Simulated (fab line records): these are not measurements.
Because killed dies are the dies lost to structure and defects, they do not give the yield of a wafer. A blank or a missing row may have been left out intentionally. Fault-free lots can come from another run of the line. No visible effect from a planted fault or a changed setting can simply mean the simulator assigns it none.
8D (eight disciplines) problem report, filled in by code -- flow sky130 -- the parts of the form that need people (team, actions taken, sign-off) are left out

## 1. PROBLEM STATEMENT
SONOS_ONO_CVD_02_THK at SKY_SONOS_ONO_THK_MEAS_03 reads a mean of 9.80 nm on 3 wafers of 1 lot; wafers without a fault read 10.47 nm with a standard deviation of 0.14. That puts it -4.8 standard deviations away from the usual mean.
First observed at day 14 19:59: wafer L936.1, on filmMetro-01. The record has a number at this step for 39 wafers belonging to 13 lots. Rule for "out", or "out of limits": more than 4 standard deviations from the usual mean. All remaining wafers that have a number are taken as sound.

## 2. WHAT IT IS; WHAT IT IS NOT
question,is,is not
which readings at this step,SONOS_ONO_CVD_02_THK,-
which lots,L936,"L926, L927, L928, L929, L930, L942, L943, L944, L945, L946, L947, L948"
which wafers of those lots,all that have a number,-
read on which gauges,filmMetro-01,"filmMetro-02, filmMetro-03"
when,from day 14 19:59,"up to then (15 sound wafers); but 21 sound wafers of L942, L943, L944, L945, L946, L947, L948 came after"

## 3. THE SUSPECTS, EACH WITH WHAT RULES IT OUT
Counting: a tool at a process step up to the reading stays a suspect if it ran every lot that is out and no sound lot after the first of them.
- the gauge at SKY_SONOS_ONO_THK_MEAS_03 is ruled out. All the wafers that are out were read on filmMetro-01, but those of them that SKY_SONOS_ONO_CVD_02 has rows for are out there too, on other tools.
- lpcvd-02 at SKY_SONOS_ONO_CVD_02 (deposits Si3N4 from DCS/NH3, target thk 10.5 nm, time 180 s): ruled out as a lasting fault. The sound lots L942, L943, L944, L945, L946, L947, L948 went through it after L936, its earliest lot that is out (day 14 18:56).
Left after counting: nothing in the record.

## 4. THE CAUSE (what the simulator had put in)
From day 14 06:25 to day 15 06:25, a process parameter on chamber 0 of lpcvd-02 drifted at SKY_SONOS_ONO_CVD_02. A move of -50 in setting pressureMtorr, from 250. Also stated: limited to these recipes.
The count ruled it out by mistake, since the rule takes a fault to strike every lot its tool runs from the start of the fault on, and this one did not do so.

## 5. SEQUENCE OF EFFECTS, ordered by route
One row per reading whose mean, taken over the struck wafers that have a number, lies over 3 standard deviations from the usual. Readings are gone through only where the record gives a usual standard deviation; hours: the median, over the lots, of the time from a lot's start at the first step in this table giving one to that lot's start at this step; sigmas: the change measured in usual standard deviations.
hours,step,reading,usual,on struck wafers,change,sigmas
0,SKY_SONOS_ONO_CVD_02,pressureMtorr,250.1 mTorr,200.4,-49.7,-97
1,SKY_SONOS_ONO_THK_MEAS_03,SONOS_ONO_CVD_02_THK,10.47 nm,9.80,-0.67,-4.8
Process steps it contains:
- SKY_SONOS_ONO_CVD_02: deposits Si3N4 from DCS/NH3, target thk 10.5 nm, time 180 s.
At these later measuring or inspecting steps, every struck wafer for which the step has a row has a number for every such reading, and none has moved that far: SKY_GATE_OXIDE_TW_MEAS_14.

## 6. WHAT WOULD HAVE CAUGHT IT SOONER
In this record the first reading out of limits at a measuring or inspecting step was taken at day 14 19:59, 14 hours after the fault began at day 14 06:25.
The tool's own readings at SKY_SONOS_ONO_CVD_02 were out on every struck wafer that the step has a row for (pressureMtorr): an alarm limit on them would have fired on the first of those.
